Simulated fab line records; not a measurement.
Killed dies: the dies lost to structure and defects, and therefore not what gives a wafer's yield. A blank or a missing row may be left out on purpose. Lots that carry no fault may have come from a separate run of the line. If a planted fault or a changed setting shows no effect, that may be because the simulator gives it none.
Problem report in the 8D (eight disciplines) form, filled by code || flow sky130 || the parts of the form that need people (team, actions taken, sign-off) are left out

1. PROBLEM STATEMENT
Mean of killed-at-front-end at SKY_PAD_OPEN_PROBE_99: 58 across 6 wafers in 2 lots; on wafers with no fault it is 16 (standard deviation 4.2). Relative to the usual mean, that is a shift of +10 standard deviations.
First seen on wafer L586.2, day 47 02:37, on prober-02. The record has a number at this step for 42 wafers belonging to 14 lots. Rule for "out", or "out of limits": more than 4 standard deviations from the usual mean. The rest of the wafers with a number are treated as sound.

2. WHAT THIS IS AND IS NOT
{"question": "which readings at this step", "is": "killed-at-front-end", "is not": "killed_at_M0_to_M3, killed_at_M4_up, killed-at-contacts, killed-at-other, killed-open, killed-short"}
{"question": "which lots", "is": "L586, L587", "is not": "L581, L582, L583, L584, L585, L588, L589, L590, L600, L602, L603, L604"}
{"question": "which wafers of those lots", "is": "all that have a number", "is not": "-"}
{"question": "read on which tools", "is": "prober-01, prober-02", "is not": "-"}
{"question": "when", "is": "from day 47 02:37", "is not": "up to then (15 sound wafers); but 21 sound wafers of L588, L589, L590, L600, L602, L603, L604 came after"}

3. THE SUSPECTS, EACH WITH WHAT RULES IT OUT
Counting: a tool at any process step up to the reading remains a suspect when it ran all the lots that are out and ran no sound lot after the first of those.
- wet-bench-01 at SKY_FIELD_ISO_WET_ETCH_30 (etches SiO2 in dHF, target depth 25 nm, time 50 s): ruled out as a lasting fault. The sound lots L603 went through it after L586, its earliest lot that is out (day 3 12:36).
Left after counting: nothing in the record.

4. THE CAUSE (what the simulator had put in)
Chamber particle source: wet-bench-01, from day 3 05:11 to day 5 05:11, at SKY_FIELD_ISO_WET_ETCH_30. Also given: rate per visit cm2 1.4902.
The count ruled it out by mistake, since the rule takes a fault to strike every lot its tool runs from the start of the fault on, and this one did not do so.

5. THE EFFECT CHAIN, in route order
Each row: a reading whose mean over the struck wafers that have a number lies more than 3 standard deviations from the usual. Scope: only readings with a usual standard deviation given in the record; hours: median across lots of the time from each lot's start at the first step in this table that gives one to its start at this step; sigmas: change in usual standard deviations.
{"hours": 0, "step": "SKY_PAD_OPEN_PROBE_99", "reading": "killed-at-front-end", "usual": 16, "on struck wafers": 58, "change": "+42", "sigmas": "+10"}
{"hours": 0, "step": "SKY_PAD_OPEN_PROBE_99", "reading": "killed-dies", "usual": 86, "on struck wafers": 126, "change": "+40", "sigmas": "+4.6"}
Process steps it contains:
- SKY_PAD_OPEN_PROBE_99

6. WHAT WOULD HAVE CAUGHT IT SOONER
The fault began at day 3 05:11; the first out-of-limits reading in this record came at day 47 02:37, 1053 hours later.
